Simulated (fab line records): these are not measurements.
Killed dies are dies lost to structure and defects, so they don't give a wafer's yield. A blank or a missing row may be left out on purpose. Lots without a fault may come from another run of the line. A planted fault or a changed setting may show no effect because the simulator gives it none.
Which tool did it? + flow gf180mcu + 12 lots, 36 wafers sampled, at 3 steps of a route of 602

## WHAT THE GAUGES READ, wafer by wafer
GF_M3_THK_MEAS_06: measures by xrf.
| lot  | measured     | on            | M3_ALCU_THK (nm) |
|------|--------------|---------------|------------------|
| L318 | day 20 04:22 | film-metro-03 | 436 433 435      |
| L319 | day 20 23:33 | film-metro-03 | 433 436 432      |
| L321 | day 21 16:12 | film-metro-01 | 434 437 435      |
| L323 | day 22 09:47 | film-metro-03 | 447 448 443      |
| L327 | day 23 18:55 | film-metro-03 | 447 444 447      |
| L328 | day 24 02:01 | film-metro-01 | 441 444 436      |
| L331 | day 25 07:55 | film-metro-04 | 446 441 443      |
| L335 | day 26 09:13 | film-metro-01 | 419 427 426      |
| L336 | day 26 19:15 | film-metro-01 | 432 433 431      |
| L337 | day 27 06:26 | film-metro-03 | 437 442 440      |
| L340 | day 27 22:28 | film-metro-04 | 437 432 432      |
| L341 | day 28 07:38 | film-metro-03 | 443 445 445      |

GF_V3_CD_MEAS_14: the cd target is 260 nm.
| lot  | measured     | on        | cd-nm (nm)        |
|------|--------------|-----------|-------------------|
| L318 | day 22 05:19 | cd-sem-02 | 259.7 260.0 260.4 |
| L319 | day 23 00:02 | cd-sem-02 | 263.4 260.2 262.3 |
| L321 | day 23 15:34 | cd-sem-02 | 261.3 261.8 261.7 |
| L323 | day 24 09:16 | cd-sem-02 | 260.2 259.9 260.4 |
| L327 | day 25 15:50 | cd-sem-01 | 259.5 261.3 260.9 |
| L328 | day 25 21:58 | cd-sem-02 | 263.8 263.5 265.0 |
| L331 | day 27 03:52 | cd-sem-02 | 264.1 264.2 263.4 |
| L335 | day 28 03:02 | cd-sem-01 | 260.7 260.9 262.4 |
| L336 | day 28 12:35 | cd-sem-01 | 261.2 259.5 259.8 |
| L337 | day 28 23:01 | cd-sem-01 | 259.1 258.2 258.8 |
| L340 | day 29 15:14 | cd-sem-01 | 259.7 259.5 259.2 |
| L341 | day 29 23:29 | cd-sem-02 | 261.6 261.7 261.5 |

## EACH LOT AND THE TOOL THAT RAN IT (in order: tool; ch and the chambers of the sampled wafers; start)
| lot  | GF_V3_SOFTBAKE_10                 |
|------|-----------------------------------|
| L318 | litho-track-02 ch 0, day 21 17:00 |
| L319 | litho-track-02 ch 0, day 22 12:00 |
| L321 | litho-track-02 ch 0, day 23 04:00 |
| L323 | litho-track-01 ch 0, day 23 21:00 |
| L327 | litho-track-03 ch 0, day 25 05:00 |
| L328 | litho-track-01 ch 0, day 25 11:00 |
| L331 | litho-track-01 ch 0, day 26 16:00 |
| L335 | litho-track-02 ch 0, day 27 17:00 |
| L336 | litho-track-03 ch 0, day 28 03:00 |
| L337 | litho-track-03 ch 0, day 28 13:00 |
| L340 | litho-track-03 ch 0, day 29 04:00 |
| L341 | litho-track-02 ch 0, day 29 14:00 |
- GF_V3_SOFTBAKE_10: time 60 s.

## AS READ BY THE TOOLS THEMSELVES (means over the sampled wafers that have a number; for cases with no such wafer, the mark the record gives instead)
GF_V3_SOFTBAKE_10.
| lot  | tool           | heater-power-total-W (W) | plate-temp-C (C) |
|------|----------------|--------------------------|------------------|
| L318 | litho-track-02 | 93.10                    | 130.00           |
| L319 | litho-track-02 | 93.10                    | 129.94           |
| L321 | litho-track-02 | 93.03                    | 129.91           |
| L323 | litho-track-01 | 92.97                    | 130.09           |
| L327 | litho-track-03 | 93.02                    | 130.03           |
| L328 | litho-track-01 | 94.72                    | 131.52           |
| L331 | litho-track-01 | 94.73                    | 131.65           |
| L335 | litho-track-02 | 93.10                    | 129.90           |
| L336 | litho-track-03 | 93.04                    | 129.90           |
| L337 | litho-track-03 | 93.01                    | 129.72           |
| L340 | litho-track-03 | 93.07                    | 130.02           |
| L341 | litho-track-02 | 93.10                    | 130.11           |

## THE ANSWER, worked out from the rows above alone
Rule: the lots themselves supply what counts as usual. The widest of any qualifying gaps counts: lots, ordered by their means at a reading, are off when they make up no more than a third of the lots, leave a main group of 4 or more, and stand apart from it by 3 or more times the standard deviation of that group's means. The tables above print the reading to a certain number of digits; a main group whose means all agree to those digits is not used. A lot without any number at a reading at which 4 lots or more have one is off too. All remaining lots with rows at the step are treated as sound. First the gauges in route order, then the tools' own readings, where a lot's mean is used as printed above. At the first step where some lot is off, the reading lying furthest off is the one used; lots without a number count as furthest.
Off, at GF_V3_SOFTBAKE_10 on heater-power-total-W: L328, L331. For the main group the mean is 93.05 W and the standard deviation 0.044.
A tool fits if, at that step or a process step before it, it ran every lot that is off, and no sound lot after the first of them. One fits: litho-track-01 at GF_V3_SOFTBAKE_10. A fault onset in the window from L323 (day 23 21:00, its last sound lot) to L328 (day 25 11:00, its first lot off) fits.
The tool's own readings at GF_V3_SOFTBAKE_10 bear it out: on the lots that are off they differ by more than 5 times the standard deviation of the sound lots' means. heater-power-total-W reads 94.72 W there against 93.05 W on the sound lots; plate-temp-C reads 131.59 C there against 129.96 C on the sound lots.

## WHAT HAD BEEN PUT IN BY THE SIMULATOR
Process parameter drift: litho-track-01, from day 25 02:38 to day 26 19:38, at GF_V3_SOFTBAKE_10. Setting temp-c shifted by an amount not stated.
Struck lots among those shown: L328, L331. Same finding as the rule above.
